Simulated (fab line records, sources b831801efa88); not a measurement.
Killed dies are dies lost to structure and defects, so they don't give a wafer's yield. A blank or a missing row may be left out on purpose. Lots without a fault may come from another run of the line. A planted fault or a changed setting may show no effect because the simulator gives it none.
A struck lot beside a sound one | flow sfq_line | 14 steps out of a route of 325
Sound: wafers L775.2, L775.3, L775.4. Struck: wafers L783.1, L783.3, L783.5. The cause comes at the end.
At each step with rows: each side's tool, then ch and its chambers, then its first start. Under that, the readings that differ: sound wafers | struck wafers | difference of the means | sigmas: that difference in standard deviations of wafers without a fault.
alike: readings whose means differ by less than 2 such deviations, and words and numbers that are the same on both sides. not compared: withheld readings, readings that some wafer has no value for, bounds like >300 that may hide the same value, and numbers for which the record gives no deviation and whose values overlap.
The two part at a step that has a row with sigmas, a row that says differs or no value, or rows on one side only. Numbers that don't overlap but have no deviation are shown without sigmas and don't part them. A reading that every wafer of one side lacks parts them only if that side has two wafers or more.

SFQ_TRILAYER_M2_BARC_OPEN_METAL_ETCH_077: etches BARC in O2, target depth 125 nm, time 41.7 s.
  sound on rie_metal-02 ch 0,1, day 34 16:11; struck on rie_metal-04 ch 0,1, day 37 01:02
  alike: drypump_motor_current_A, oes_product_au
  not compared: rf_hours_counter_h
SFQ_TRILAYER_M2_ETCH_METAL_ETCH_060: etches Nb in Cl2/Ar, stops on SiO2, target depth 240 nm, time 120 s.
  sound on rie_metal-02 ch 0,1, day 34 16:14; struck on rie_metal-04 ch 0,1, day 37 01:05
  alike: drypump_motor_current_A, oes_product_au
  not compared: rf_hours_counter_h
SFQ_TRILAYER_M2_STRIP_STRIP_061: strips in O2.
  sound on rie_metal-02 ch 0,1, day 34 16:22; struck on rie_metal-04 ch 0,1, day 37 01:13
  alike: drypump_motor_current_A, oes_product_au
  not compared: rf_hours_counter_h
then, 1 step without rows for these wafers: SFQ_TRILAYER_M2_STRIP_SOLV_CLEAN_062 (cleans in NMP, time 600 s).
SFQ_TRILAYER_I2_DEP_PECVD_063: deposits SiO2 from SiH4/N2O, time 111.11 s, target thk 500 nm.
  sound on pecvd-04 ch 0,1,2, day 34 17:08; struck on pecvd-02 ch 0,1, day 37 01:59
  alike: heater_power_w, throttle_valve_pct
SFQ_TRILAYER_I2_CMP_CMP_064: polishes SiO2.
  sound on cmp-02 ch 1,2,3, day 35 03:39; struck on cmp-02 ch 2,3, day 37 21:39
  alike: motor_current_A, slurry_flow_ml_min, time_to_endpoint_s
SFQ_I2_BOW_MEAS_917:
  sound on film_metro-03, day 35 06:10; struck on film_metro-02, day 38 00:09
  reading     | sound     | struck   | difference | sigmas
  I2_BOW (um) | -16 -3 -8 | 13 11 13 | +21        | +2
then, 5 steps without rows for these wafers: SFQ_TRILAYER_I2_METRO_MEASURE_065; SFQ_TRILAYER_I2_VIA_LITHO_COAT_072 (resist thk 62 nm); SFQ_TRILAYER_I2_VIA_LITHO_COAT_067 (resist thk 650 nm); SFQ_TRILAYER_I2_VIA_LITHO_SOFTBAKE_071; SFQ_TRILAYER_I2_VIA_LITHO_EXPOSE_068 (exposes mask I2, target cd 500 nm).
-- the record jumps here: 5 days lie between the struck wafers' starts before and after --
SFQ_TRILAYER_I2_VIA_LITHO_PEB_070: peb time 60 s.
  sound on litho_track-03 ch 0, day 40 17:31; struck on litho_track-04, day 43 07:16
  no value came back on the struck wafers for chill_plate_temp_C (C), exhaust_pa (Pa); on the sound wafers chill_plate_temp_C (C) reads 22.94 23.03 22.90
then, 1 step without rows for these wafers: SFQ_TRILAYER_I2_VIA_LITHO_DEVELOP_069 (time 60 s).

WHERE THEY PART
First at SFQ_I2_BOW_MEAS_917; last, within this record, at SFQ_TRILAYER_I2_VIA_LITHO_PEB_070.

WHY: what the simulator had put in
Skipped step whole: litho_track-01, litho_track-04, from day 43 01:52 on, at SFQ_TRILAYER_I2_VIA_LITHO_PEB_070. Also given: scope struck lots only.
